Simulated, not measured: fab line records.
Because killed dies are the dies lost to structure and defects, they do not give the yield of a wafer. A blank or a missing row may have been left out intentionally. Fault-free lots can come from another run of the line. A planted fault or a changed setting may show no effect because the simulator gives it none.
8D (eight disciplines) problem report, filled in by code :: flow sky130 :: the parts of the form that need people (team, actions taken, sign-off) are left out

== 1. PROBLEM STATEMENT ==
Across 6 wafers from 2 lots, LDD_HVP_TW at SKY_LDD_HVP_TW_MEAS_10 averages 405.7, while fault-free wafers read 458.6 with a standard deviation of 2.4. That is -22 standard deviations from the usual mean.
Seen first at day 25 17:50 on film_metro-03, wafer L988.2. The record has a number at this step for 33 wafers belonging to 11 lots. The rule behind "out" and "out of limits": a value lying over 4 standard deviations away from the usual mean. All remaining wafers that have a number are taken as sound.

== 2. WHAT THIS IS AND IS NOT ==
question: which readings at this step
is: LDD_HVP_TW
is not: -

question: which lots
is: L988, L989
is not: L100, L101, L978, L979, L980, L981, L991, L992, L997

question: which wafers of those lots
is: all that have a number
is not: -

question: read on which gauges
is: film_metro-01, film_metro-03
is not: film_metro-04

question: when
is: from day 25 17:50
is not: up to then (12 sound wafers); but 15 sound wafers of L100, L101, L991, L992, L997 came after

== 3. THE SUSPECTS, EACH WITH WHAT RULES IT OUT ==
Counting: any tool at a process step up to the reading is kept as a suspect provided that every lot that is out went through it and no sound lot did after the first of them.
- the gauge at SKY_LDD_HVP_TW_MEAS_10 is ruled out. 2 gauges (film_metro-01, film_metro-03) read the wafers that are out.
- implanter-02 at SKY_LDD_HVP_IMPLANT_08: ruled out as a lasting fault. After its first lot that is out, L988 (day 25 17:37), sound lots L100, L101 ran on it.
Left after counting: nothing in the record.

== 4. THE CAUSE (what the simulator had put in) ==
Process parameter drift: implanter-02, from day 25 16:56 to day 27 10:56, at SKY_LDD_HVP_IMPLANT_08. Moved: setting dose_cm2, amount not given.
It was ruled out by counting, in error; the rule expects a fault to strike all lots run on its tool from its start on, and this fault did not.

== 5. THE EFFECT CHAIN, in route order ==
One row per reading whose mean, taken over the struck wafers that have a number, lies over 3 standard deviations from the usual. Scope: only readings with a usual standard deviation given in the record; hours: median across lots of the time from each lot's start at the first step in this table that gives one to its start at this step; sigmas: change in usual standard deviations.
hours: 0
step: SKY_LDD_HVP_IMPLANT_08
reading: dose_ions_cm2
usual: 1.6995e+13
on struck wafers: 1.1400e+13
change: -5.5945e+12
sigmas: -99 or more

hours: 0
step: SKY_LDD_HVP_IMPLANT_08
reading: faraday_current_uA
usual: 96.2
on struck wafers: 64.5
change: -31.8
sigmas: -14

hours: 0
step: SKY_LDD_HVP_TW_MEAS_10
reading: LDD_HVP_TW
usual: 458.6
on struck wafers: 405.7
change: -52.9
sigmas: -22
Here are the process steps it includes:
- SKY_LDD_HVP_IMPLANT_08

== 6. WHAT WOULD HAVE CAUGHT IT SOONER ==
In this record the first reading out of limits at a measuring or inspecting step was taken at day 25 17:50, 1 hour after the fault began at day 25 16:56.
Tool's own readings at SKY_LDD_HVP_IMPLANT_08, dose_ions_cm2, faraday_current_uA: out on all struck wafers the step has rows for; an alarm limit on them would have tripped on the first.
